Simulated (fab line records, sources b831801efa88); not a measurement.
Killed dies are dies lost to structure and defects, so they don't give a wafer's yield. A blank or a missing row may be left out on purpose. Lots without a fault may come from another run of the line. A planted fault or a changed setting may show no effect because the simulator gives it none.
fab line records | flow sfq_line
record lots=13 wafers=38 last_day=86
route steps=325 shown M5@205
lots that met no fault: from a run of the same line without faults
start_h: hours from the record's first day to the start of the lot's first wafer shown | wait_h: hours since the lot's step before | " the same as in the row above | L1.1+2: a row that stands for several wafers | - no value, or no start given | * or withheld: withheld | < > ~ a bound
route shown NAME@n: a module of which the file shows steps, and the number in the route of the first | usual: mean/standard deviation of fault-free wafers | same: alike in all rows | chamber/n: place in a boat | sites: the reading at each site | _std_site: their standard deviation | _edge_site: outer sites' mean less inner sites' | radius_mm: how far each site lies from the wafer's centre | mask NAME#n: copy n | behind: the tool/chamber that last shaped the wafer | hold: why the lot was held/for how many hours/how that ended | device: the transistor (n, p or np) that didn't switch | end of line: the same wafers' tests at the end of the route | a step without rows: its recipe alone | killed: dies lost to structure and defects at the first sort, not the wafer's yield | map: a wafer's dies, x killed, . not, _ none there
set.NAME: the setting as run; set.NAME@STEP: as run at that earlier step | model.NAME: the simulator's own value behind a step, which no gauge read
steps of the route over a sample of lots; a table a step, a row a wafer
services: from which hour (start_h, from the record's first day; less than 0 if before it) a tool's chamber was out of use, for how many hours, and why
## steps
# step SFQ_TRILAYER_M5_BARC_OPEN_METAL_ETCH_161
# recipe mask_material=PR chemistry=O2 target_depth_nm=125 target=BARC icp_w=600 bias_w=80 pressure_mtorr=10 time_s=41.7
# usual drypump_motor_current_A=5.6/0.4 oes_product_au=0.685/0.005 run_length_s=70.6/0.79
# columns lot.wafer tool chamber start_h wait_h drypump_motor_current_A oes_product_au rf_hours_counter_h run_length_s
L227.4 rie_metal-03 0 1163.56 0.1 6.2 0.691 - 70.6
L227.5 " 0 " " 6.2 0.679 - 70.9
L227.6 " 0 " " 6.2 0.686 - 70.5
L228.1 rie_metal-02 0 1164.70 0.0 5.6 0.687 123 70.0
L228.2 " 1 " " 5.7 0.694 42 70.1
L228.3 " 0 " " 5.6 0.688 - 70.0
L231.3 rie_metal-04 1 1244.64 0.0 5.7 0.680 - 70.5
L231.4 " 0 " " 5.6 0.683 - 70.4
L231.5 " 0 " " 5.6 0.689 - 70.4
L232.3 rie_metal-02 1 1245.85 0.0 5.8 0.678 - 73.2
L232.4 " 0 " " 5.6 0.670 - 74.9
L232.5 " 0 " " 5.6 0.677 - 73.6
L234.1 rie_metal-04 1 1248.22 0.0 5.7 0.682 119 70.3
L234.5 " 1 " " 5.7 0.686 - 70.4
L234.6 " 0 " " 5.6 0.687 - 70.6
L238.2 rie_metal-02 0 1280.33 0.0 5.6 0.691 7 69.8
L238.5 " 1 " " 5.8 0.677 - 70.3
L239.2 rie_metal-03 1 1295.06 0.0 4.8 0.677 65 70.2
L239.3 " 0 " " 6.2 0.683 - 70.8
L239.5 " 0 " " 6.1 0.687 - 70.6
L241.3 rie_metal-03 0 1311.88 0.0 6.1 0.695 - 70.3
L241.4 " 1 " " 4.8 0.691 - 70.4
L241.6 " 1 " " 4.8 0.677 - 70.3
L243.2 rie_metal-04 1 1360.90 0.0 5.6 0.694 9 70.5
L243.3 " 1 " " 5.7 0.688 - 70.4
L243.6 " 0 " " 5.6 0.691 - 70.3
L244.1 rie_metal-02 1 1363.30 0.0 5.8 0.689 71 70.4
L244.3 " 0 " " 5.6 0.679 - 70.0
L244.6 " 1 " " 5.8 0.679 - 70.4
L246.3 rie_metal-02 0 1376.52 0.0 5.6 0.693 - 69.8
L246.4 " 1 " " 5.8 0.684 - 70.2
L246.6 " 1 " " 5.8 0.691 - 70.4
L247.1 rie_metal-02 0 1514.86 0.0 5.6 0.690 45 70.0
L247.4 " 0 " " 5.6 0.680 - 69.9
L247.5 " 1 " " 5.8 0.687 - 70.5
L248.2 rie_metal-03 0 1518.46 0.0 6.1 0.683 6 70.4
L248.3 " 0 " " 6.1 0.689 - 70.9
L248.5 " 0 " " 6.1 0.685 - 70.9
## services
# columns tool chamber start_h hours kind
rie_metal-03 1 1162.63 31.6 repair
rie_metal-04 0 1191.72 - clean
rie_metal-04 0 1191.72 - consumable_replace:focus_ring
rie_metal-04 0 1191.72 25.8 scheduled_down
rie_metal-04 0 1191.72 25.8 vent_cycle
rie_metal-02 0 1197.31 - clean
rie_metal-02 0 1197.31 - consumable_replace:focus_ring
rie_metal-02 0 1197.31 38.5 scheduled_down
rie_metal-02 0 1197.31 38.5 vent_cycle
rie_metal-03 - 1231.48 1.2 repair
rie_metal-04 1 1276.88 - clean
rie_metal-04 1 1276.88 - consumable_replace:focus_ring
rie_metal-04 1 1276.88 23.6 scheduled_down
rie_metal-04 1 1276.88 23.6 vent_cycle
rie_metal-02 1 1285.18 35.8 repair
rie_metal-03 0 1453.13 - clean
rie_metal-03 0 1453.13 - consumable_replace:focus_ring
rie_metal-03 0 1453.13 18.6 scheduled_down
rie_metal-03 0 1453.13 18.6 vent_cycle
rie_metal-02 - 1492.89 1.4 pm
## key
first_sign step=SFQ_TRILAYER_M5_BARC_OPEN_METAL_ETCH_161 reading=run_length_s direction=up sigmas=5.5 usual=* struck=*
effect none on later readings
met_at SFQ_TRILAYER_M5_BARC_OPEN_METAL_ETCH_161
struck_lots L232
struck_wafers L232.4
onset_between 1164.70 1245.85
fault kind=process_parameter_drift tool=rie_metal-02 chamber=- onset_h=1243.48 steps=SFQ_TRILAYER_M5_BARC_OPEN_METAL_ETCH_161 channel=time_s offset=* shape=step end_h=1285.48 scope=struck_wafers_only acts_in=* stated=*
